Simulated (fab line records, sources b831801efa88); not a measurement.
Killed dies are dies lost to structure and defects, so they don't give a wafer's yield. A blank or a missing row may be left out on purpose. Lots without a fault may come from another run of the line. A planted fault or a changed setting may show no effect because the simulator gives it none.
A struck lot beside a sound one | flow sky130 | 27 steps out of a route of 708
Sound: wafers L344.4, L344.5, L344.6. Struck: wafer L357.4. (L357.1 of the same lot was not struck and is left out.) The cause comes at the end.
At each step with rows: each side's tool, then ch and its chambers, then its first start. Under that, the readings that differ: sound wafers | struck wafers | difference of the means | sigmas: that difference in standard deviations of wafers without a fault.
alike: readings whose means differ by less than 2 such deviations, and words and numbers that are the same on both sides. not compared: withheld readings, readings that some wafer has no value for, bounds like >300 that may hide the same value, and numbers for which the record gives no deviation and whose values overlap.
The two part at a step that has a row with sigmas, a row that says differs or no value, or rows on one side only. Numbers that don't overlap but have no deviation are shown without sigmas and don't part them. A reading that every wafer of one side lacks parts them only if that side has two wafers or more.

first, 1 step without rows for these wafers: SKY_VIA4_ETCH_12 (etches SiO2 in C4F8/O2/Ar, stops on TiN, target depth 580 nm).
SKY_VIA4_STRIP_13: strips in O2/N2.
  sound on plasma_asher-03 ch 0,1, day 43 06:58; struck on plasma_asher-03 ch 1, day 46 21:14
  alike: drypump_motor_current_A, oes_product_au, strip_time_to_endpoint_s
  not compared: rf_hours_counter_h
then, 3 steps without rows for these wafers: SKY_VIA4_STRIP_14 (strips in post etch residue remover, time 1200 s); SKY_VIA4_CLEAN_15 (cleans in IPA, time 180 s); SKY_VIA4_CLEAN_16 (cleans in O3/DIW).
SKY_VIA4_SPUTTER_17: material TiN, target thk 20 nm, time 80 s.
  sound on pvd_sputter-02, day 43 07:33; struck on pvd_sputter-01, day 46 21:50
  alike: throttle_valve_pct
then, 1 step without rows for these wafers: SKY_VIA4_CVD_18 (deposits W, target thk 505 nm, time 152.14 s).
SKY_VIA4_RS_MEAS_19: measures by four-point-probe.
  sound on film_metro-04, day 43 07:50; struck on film_metro-01, day 46 22:03
  alike: VIA4_W_RS
SKY_VIA4_THK_MEAS_20: measures by xrf.
  sound on film_metro-04, day 43 07:55; struck on film_metro-01, day 46 22:10
  alike: VIA4_W_THK
then, 2 steps without rows for these wafers: SKY_VIA4_CMP_21 (polishes, stops on SiO2, t overpolish 25 s, target thk 0 nm); SKY_METAL5_SPUTTER_00 (material Ti, target thk 15 nm, time 10 s).
SKY_METAL5_SPUTTER_01: material TiN, target thk 20 nm, time 16.7 s.
  sound on pvd_sputter-01, day 43 08:17; struck on pvd_sputter-03, day 46 22:33
  alike: throttle_valve_pct
SKY_METAL5_SPUTTER_02: material AlCu, target thk 1150 nm, time 61.2 s.
  sound on pvd_sputter-01, day 43 08:19; struck on pvd_sputter-03, day 46 22:35
  reading                                     | sound          | struck | difference | sigmas
  model.AlCu_of_METAL5_SPUTTER_02.thk_nm (nm) | 1153 1157 1154 | 995    | -160       |
  alike: throttle_valve_pct
SKY_METAL5_SPUTTER_03: material Ti, target thk 5 nm, time 3.3 s.
  sound on pvd_sputter-01, day 43 08:22; struck on pvd_sputter-03, day 46 22:38
  alike: throttle_valve_pct
then, 1 step without rows for these wafers: SKY_METAL5_SPUTTER_04 (material TiN, target thk 70 nm, time 58.3 s).
SKY_METAL5_RS_MEAS_05: measures by four-point-probe.
  sound on film_metro-03, day 43 08:29; struck on film_metro-03, day 46 22:59
  reading                 | sound                   | struck  | difference | sigmas
  METAL5_ALCU_RS (ohm/sq) | 0.02698 0.02688 0.02701 | 0.03133 | +0.00437   | +16
  not compared: hold
SKY_METAL5_THK_MEAS_06: measures by xrf.
  sound on film_metro-03, day 43 08:35; struck on film_metro-03, day 47 07:03
  reading              | sound          | struck | difference | sigmas
  METAL5_ALCU_THK (nm) | 1174 1175 1177 | 1011   | -164       | -13
  not compared: hold
then, 6 steps without rows for these wafers: SKY_METAL5_HMDS_08 (prime time 60 s); SKY_METAL5_COAT_09 (resist thk 1800 nm); SKY_METAL5_SOFTBAKE_10 (time 60 s); SKY_METAL5_EXPOSE_11 (exposes mask MM5, target cd 1600 nm); SKY_METAL5_PEB_12; SKY_METAL5_DEVELOP_13 (develop time 60 s).
SKY_METAL5_DESCUM_14: chemistry O2, time 11 s.
  sound on rie_metal-01 ch 0,1, day 44 06:25; struck on rie_metal-04 ch 0, day 47 18:55
  alike: drypump_motor_current_A, oes_product_au, temp_c
  not compared: rf_hours_counter_h
SKY_METAL5_METAL_ETCH_15: etches the open film in Cl2/BCl3, stops on SiO2, target depth 1260 nm, time 252 s.
  sound on rie_metal-01 ch 0,1, day 44 06:31; struck on rie_metal-04 ch 0, day 47 18:57
  reading               | sound             | struck | difference | sigmas
  oes_product_au (a.u.) | 0.897 0.881 0.893 | 0.844  | -0.046     | -10
  alike: drypump_motor_current_A, throttle_valve_pct
  not compared: rf_hours_counter_h
then, 1 step without rows for these wafers: SKY_METAL5_STRIP_16 (strips in O2/N2).
SKY_PAD_OPEN_PROBE_99:
  sound on prober-01, day 46 05:39; struck on prober-02, day 49 11:39
  reading                      | sound                   | struck                   | difference                   | sigmas
  hold                         | - - -                   | await_dispo/3.1h/release | no value on the sound wafers |
  model.etest.met5.rs_ohm_sq   | 0.02723 0.02712 0.02696 | 0.03134                  | +0.00424                     |
  model.etest.met5.line_ohm_um | 0.01696 0.01698 0.01682 | 0.01955                  | +0.00263                     |

WHERE THEY PART
First at SKY_METAL5_RS_MEAS_05; last, within this record, at SKY_PAD_OPEN_PROBE_99.

WHY: what the simulator had put in
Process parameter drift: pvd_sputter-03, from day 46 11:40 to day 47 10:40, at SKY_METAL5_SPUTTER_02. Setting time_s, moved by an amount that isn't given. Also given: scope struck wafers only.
